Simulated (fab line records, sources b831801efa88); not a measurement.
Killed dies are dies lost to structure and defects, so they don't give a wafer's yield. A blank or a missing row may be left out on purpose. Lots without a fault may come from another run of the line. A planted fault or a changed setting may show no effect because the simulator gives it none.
fab line records | flow sfq_line
record lots=15 wafers=45 last_day=93
route steps=325 shown R5@212 I5@233
lots that met no fault: from a run of the same line without faults
start_h: hours from the record's first day to the start of the lot's first wafer shown | wait_h: hours since the lot's step before | " the same as in the row above | L1.1+2: a row that stands for several wafers | - no value, or no start given | * or withheld: withheld | < > ~ a bound
route shown NAME@n: a module of which the file shows steps, and the number in the route of the first | usual: mean/standard deviation of fault-free wafers | same: alike in all rows | chamber/n: place in a boat | sites: the reading at each site | _std_site: their standard deviation | _edge_site: outer sites' mean less inner sites' | radius_mm: how far each site lies from the wafer's centre | mask NAME#n: copy n | behind: the tool/chamber that last shaped the wafer | hold: why the lot was held/for how many hours/how that ended | device: the transistor (n, p or np) that didn't switch | end of line: the same wafers' tests at the end of the route | a step without rows: its recipe alone | killed: dies lost to structure and defects at the first sort, not the wafer's yield | map: a wafer's dies, x killed, . not, _ none there
set.NAME: the setting as run; set.NAME@STEP: as run at that earlier step | model.NAME: the simulator's own value behind a step, which no gauge read
steps of the route over a sample of lots; a table a step, a row a wafer
services: from which hour (start_h, from the record's first day; less than 0 if before it) a tool's chamber was out of use, for how many hours, and why
## steps
# step SFQ_TRILAYER_R5_DEP_SPUTTER_132
# recipe material=Ti base_pressure_pa=1.33e-06 target_thk_nm=5 power_w=2000 time_s=5 chamber_pressure_pa=0.4
# usual throttle_valve_pct=29.9/0.84
# columns lot.wafer tool chamber start_h wait_h throttle_valve_pct
L906.2 pvd_sputter-05 - 1361.16 0.8 29.3
L906.3 " - " " 29.8
L906.6 " - " " 30.1
L907.2 pvd_sputter-05 - 1416.48 0.8 29.4
L907.5 " - " " 30.5
L907.6 " - " " 29.3
L908.4 pvd_sputter-04 - 1421.17 0.4 31.7
L908.5 " - " " 28.8
L908.6 " - " " 29.0
L909.1 pvd_sputter-05 - 1421.28 1.0 29.6
L909.3 " - " " 31.2
L909.4 " - " " 30.2
L910.1 pvd_sputter-04 - 1425.74 1.0 28.8
L910.3 " - " " 29.5
L910.4 " - " " 30.4
L916.2 pvd_sputter-03 - 1473.59 0.8 29.5
L916.3 " - " " 30.2
L916.4 " - " " 28.5
L917.1 pvd_sputter-04 - 1582.95 1.0 31.8
L917.2 " - " " 30.3
L917.4 " - " " 29.2
L918.1 pvd_sputter-05 - 1585.35 1.0 30.2
L918.3 " - " " 29.3
L918.4 " - " " 30.9
L919.2 pvd_sputter-03 - 1586.55 0.8 30.0
L919.3 " - " " 28.1
L919.5 " - " " 29.6
L921.4 pvd_sputter-05 - 1591.35 0.4 30.1
L921.5 " - " " 29.2
L921.6 " - " " 29.9
L922.2 pvd_sputter-04 - 1595.55 0.8 30.2
L922.3 " - " " 29.0
L922.4 " - " " 31.6
L924.2 pvd_sputter-04 - 1604.35 0.8 29.2
L924.4 " - " " 28.9
L924.5 " - " " 28.8
L925.1 pvd_sputter-05 - 1604.55 1.0 29.7
L925.2 " - " " 31.1
L925.3 " - " " 30.2
L926.1 pvd_sputter-04 - 1607.35 1.0 31.4
L926.3 " - " " 30.3
L926.6 " - " " 29.4
L927.1 pvd_sputter-05 - 1610.55 1.0 30.9
L927.3 " - " " 30.0
L927.4 " - " " 29.4
# step SFQ_R5_THK_MEAS_934
# recipe thk_meas_gauge=xrf reads=MoNx_of_TRILAYER_R5_DEP_SPUTTER_133
# usual R5_MONX_THK=39.8/0.47
# columns lot.wafer tool chamber start_h wait_h R5_MONX_THK[nm]
L906.2 film_metro-03 - 1361.39 0.1 39.0
L906.3 " - " " 38.6
L906.6 " - " " 38.8
L907.2 film_metro-03 - 1416.70 0.1 39.4
L907.5 " - " " 39.8
L907.6 " - " " 39.5
L908.4 film_metro-03 - 1421.41 0.1 39.6
L908.5 " - " " 39.8
L908.6 " - " " 39.6
L909.1 film_metro-01 - 1421.49 0.1 39.2
L909.3 " - " " 39.5
L909.4 " - " " 39.4
L910.1 film_metro-02 - 1425.95 0.1 39.5
L910.3 " - " " 39.3
L910.4 " - " " 39.5
L916.2 film_metro-03 - 1473.81 0.1 40.0
L916.3 " - " " 40.6
L916.4 " - " " 40.6
L917.1 film_metro-01 - 1583.16 0.1 39.6
L917.2 " - " " 40.2
L917.4 " - " " 39.7
L918.1 film_metro-03 - 1585.56 0.1 39.8
L918.3 " - " " 39.7
L918.4 " - " " 39.3
L919.2 film_metro-01 - 1586.77 0.1 39.6
L919.3 " - " " 40.0
L919.5 " - " " 39.6
L921.4 film_metro-01 - 1591.59 0.1 39.7
L921.5 " - " " 39.5
L921.6 " - " " 40.2
L922.2 film_metro-03 - 1595.77 0.1 40.4
L922.3 " - " " 40.4
L922.4 " - " " 40.0
L924.2 film_metro-03 - 1604.57 0.1 39.5
L924.4 " - " " 40.1
L924.5 " - " " 40.1
L925.1 film_metro-02 - 1604.76 0.1 39.7
L925.2 " - " " 39.1
L925.3 " - " " 39.5
L926.1 film_metro-01 - 1607.56 0.1 39.8
L926.3 " - " " 40.5
L926.6 " - " " 39.8
L927.1 film_metro-01 - 1610.76 0.1 38.9
L927.3 " - " " 39.5
L927.4 " - " " 39.4
# step SFQ_TRILAYER_I5_LITHO_PEB_147
# recipe peb_temp_c=115 peb_time_s=60 resist=KrF
# usual chill_plate_temp_C=23.00/0.11 exhaust_pa=44.9/0.85 peb_time_s=60/0 plate_temp_C=114.99/0.12
# columns lot.wafer tool chamber start_h wait_h chill_plate_temp_C exhaust_pa peb_time_s plate_temp_C
L906.2 litho_track-03 - 1491.55 0.8 - - - -
L906.3 " - " " - - - -
L906.6 " - " " - - - -
L907.2 litho_track-03 - 1545.19 0.8 - - - -
L907.5 " - " " - - - -
L907.6 " - " " - - - -
L908.4 litho_track-01 - 1662.33 0.5 - - - -
L908.5 " - " " - - - -
L908.6 " - " " - - - -
L909.1 litho_track-04 0 1663.46 1.0 23.01 45.3 60 115.08
L909.3 " 0 " " 23.12 45.3 60 115.06
L909.4 " 0 " " 22.86 45.5 60 115.06
L910.1 litho_track-01 0 1669.46 1.0 22.93 43.5 60 114.85
L910.3 " 0 " " 22.87 43.4 60 114.88
L910.4 " 0 " " 22.93 44.8 60 115.08
L916.2 litho_track-01 0 1687.48 0.8 23.00 45.4 60 114.94
L916.3 " 0 " " 22.98 44.9 60 114.98
L916.4 " 0 " " 22.78 44.4 60 115.01
L917.1 litho_track-03 0 1699.62 1.0 23.18 45.7 60 114.97
L917.2 " 0 " " 23.05 44.9 60 114.96
L917.4 " 0 " " 22.89 44.4 60 115.17
L918.1 litho_track-04 0 1700.82 1.0 23.06 43.8 60 115.03
L918.3 " 0 " " 23.00 44.4 60 115.02
L918.4 " 0 " " 23.04 44.4 60 115.08
L919.2 litho_track-03 0 1702.04 0.8 22.97 46.8 60 114.97
L919.3 " 0 " " 22.97 45.6 60 115.05
L919.5 " 0 " " 22.98 46.1 60 114.95
L921.4 litho_track-03 0 1705.69 0.5 23.14 45.1 60 114.74
L921.5 " 0 " " 23.12 44.6 60 114.84
L921.6 " 0 " " 23.00 45.6 60 115.06
L922.2 litho_track-01 0 1794.68 0.8 22.95 44.0 60 114.86
L922.3 " 0 " " 23.03 43.6 60 115.17
L922.4 " 0 " " 23.17 45.2 60 114.88
L924.2 litho_track-01 0 1797.08 0.8 22.95 44.8 60 114.85
L924.4 " 0 " " 23.08 45.9 60 114.97
L924.5 " 0 " " 23.05 45.7 60 114.80
L925.1 litho_track-03 0 1799.46 1.0 22.92 44.7 60 115.07
L925.2 " 0 " " 23.09 45.6 60 115.01
L925.3 " 0 " " 22.87 45.5 60 114.85
L926.1 litho_track-03 0 1801.86 1.0 23.01 45.4 60 114.92
L926.3 " 0 " " 22.93 44.2 60 114.77
L926.6 " 0 " " 22.91 45.8 60 114.75
L927.1 litho_track-01 0 1805.46 1.0 22.94 45.7 60 115.04
L927.3 " 0 " " 22.89 45.9 60 114.86
L927.4 " 0 " " 22.97 45.5 60 115.10
# step SFQ_TRILAYER_I5_STRIP_STRIP_148
# recipe gas=O2 power_w=200 platen_temp_c=40 overash_fraction=0.65 chemistry=O2 pressure_mtorr=50
# usual drypump_motor_current_A=6.1/0.44 oes_product_au=0.999/0.0066 platen_temp_c=39.99/0.11
# columns lot.wafer tool chamber start_h wait_h drypump_motor_current_A oes_product_au platen_temp_c rf_hours_counter_h
L906.2 rie_metal-03 1 1492.05 - 6.3 1.010 39.96 61
L906.3 " 0 " " 5.4 1.004 40.14 -
L906.6 " 0 " " 5.4 0.994 40.12 -
L907.2 rie_metal-02 1 1545.69 - 6.8 1.005 40.10 61
L907.5 " 0 " " 6.4 0.995 40.04 -
L907.6 " 1 " " 6.8 1.003 39.94 -
L908.4 rie_metal-02 0 1662.98 - 6.4 0.990 39.89 -
L908.5 " 0 " " 6.4 1.001 39.88 -
L908.6 " 1 " " 6.8 1.008 40.17 -
L909.1 rie_metal-01 0 1663.98 - 5.8 0.993 40.10 80
L909.3 " 0 " " 5.7 0.996 40.07 -
L909.4 " 1 " " 5.9 0.999 39.89 -
L910.1 rie_metal-02 0 1670.08 - 6.4 1.008 39.98 24
L910.3 " 1 " " 6.8 1.011 40.04 -
L910.4 " 0 " " 6.4 1.009 40.04 -
L916.2 rie_metal-03 0 1687.98 - 5.5 0.995 39.84 125
L916.3 " 1 " " 6.3 0.996 39.94 -
L916.4 " 0 " " 5.4 0.992 39.80 -
L917.1 rie_metal-01 0 1700.15 - 5.8 1.008 40.06 84
L917.2 " 1 " " 5.9 0.997 40.01 24
L917.4 " 0 " " 5.7 1.002 39.99 -
L918.1 rie_metal-03 0 1701.35 - 5.4 1.002 40.03 127
L918.3 " 0 " " 5.4 1.000 39.88 -
L918.4 " 1 " " 6.3 0.998 40.04 -
L919.2 rie_metal-01 1 1702.55 - 5.9 0.998 39.96 24
L919.3 " 0 " " 5.7 1.001 40.06 -
L919.5 " 1 " " 5.9 1.002 39.94 -
L921.4 rie_metal-03 1 1706.35 - 6.3 0.994 40.13 -
L921.5 " 1 " " 6.3 0.998 39.90 -
L921.6 " 0 " " 5.4 0.998 40.04 -
L922.2 rie_metal-02 0 1795.18 - 6.4 0.999 39.92 44
L922.3 " 0 " " 6.4 1.002 39.77 -
L922.4 " 1 " " 6.8 1.008 39.78 -
L924.2 rie_metal-02 0 1797.58 - 6.4 0.997 40.05 44
L924.4 " 1 " " 6.8 1.000 40.09 -
L924.5 " 0 " " 6.4 0.996 40.10 -
L925.1 rie_metal-01 0 1799.98 - 5.8 0.989 40.01 97
L925.2 " 1 " " 5.9 1.001 39.96 37
L925.3 " 0 " " 5.7 0.999 40.08 -
L926.1 rie_metal-02 1 1802.38 - 6.8 1.015 40.02 100
L926.3 " 0 " " 6.4 1.000 39.98 -
L926.6 " 0 " " 6.3 1.005 39.95 -
L927.1 rie_metal-01 0 1806.08 - 5.7 0.999 40.11 98
L927.3 " 0 " " 5.7 0.998 39.76 -
L927.4 " 1 " " 5.9 1.007 39.94 -
## services
# columns tool chamber start_h hours kind
pvd_sputter-03 - 1339.02 2.5 repair
rie_metal-03 - 1345.24 10.6 repair
rie_metal-01 1 1371.31 12.1 repair
pvd_sputter-04 - 1408.84 3.5 repair
rie_metal-02 - 1421.68 28.1 pm
rie_metal-01 0 1428.09 14.7 repair
pvd_sputter-04 - 1429.59 2.5 repair
rie_metal-02 0 1449.78 - clean
rie_metal-02 0 1449.78 - consumable_replace:focus_ring
rie_metal-02 0 1449.78 20.0 scheduled_down
rie_metal-02 0 1449.78 20.0 vent_cycle
rie_metal-02 - 1457.38 5.9 repair
rie_metal-01 1 1495.25 - clean
rie_metal-03 1 1519.43 3.0 repair
pvd_sputter-03 - 1521.05 12.4 repair
pvd_sputter-03 - 1556.54 5.2 repair
pvd_sputter-03 - 1603.38 0.5 repair
rie_metal-03 - 1625.62 2.8 pm
pvd_sputter-05 - 1670.34 3.5 repair
rie_metal-02 - 1719.87 0.2 repair
rie_metal-01 - 1751.89 2.8 pm
pvd_sputter-03 - 1758.48 2.1 repair
rie_metal-03 - 1772.94 0.4 repair
rie_metal-03 0 1795.07 17.4 repair
## key
first_sign step=SFQ_TRILAYER_I5_LITHO_PEB_147 reading=tool_record direction=missing
effect none on later readings
met_at SFQ_TRILAYER_I5_LITHO_PEB_147
struck_lots L906,L907,L908
not_acting_at SFQ_TRILAYER_R5_DEP_SPUTTER_132,SFQ_R5_THK_MEAS_934,SFQ_TRILAYER_I5_STRIP_STRIP_148
fault kind=skipped_step_whole tool=litho_track-01,litho_track-03 chamber=- onset_h=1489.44 steps=SFQ_TRILAYER_I5_LITHO_PEB_147 scope=struck_lots_only
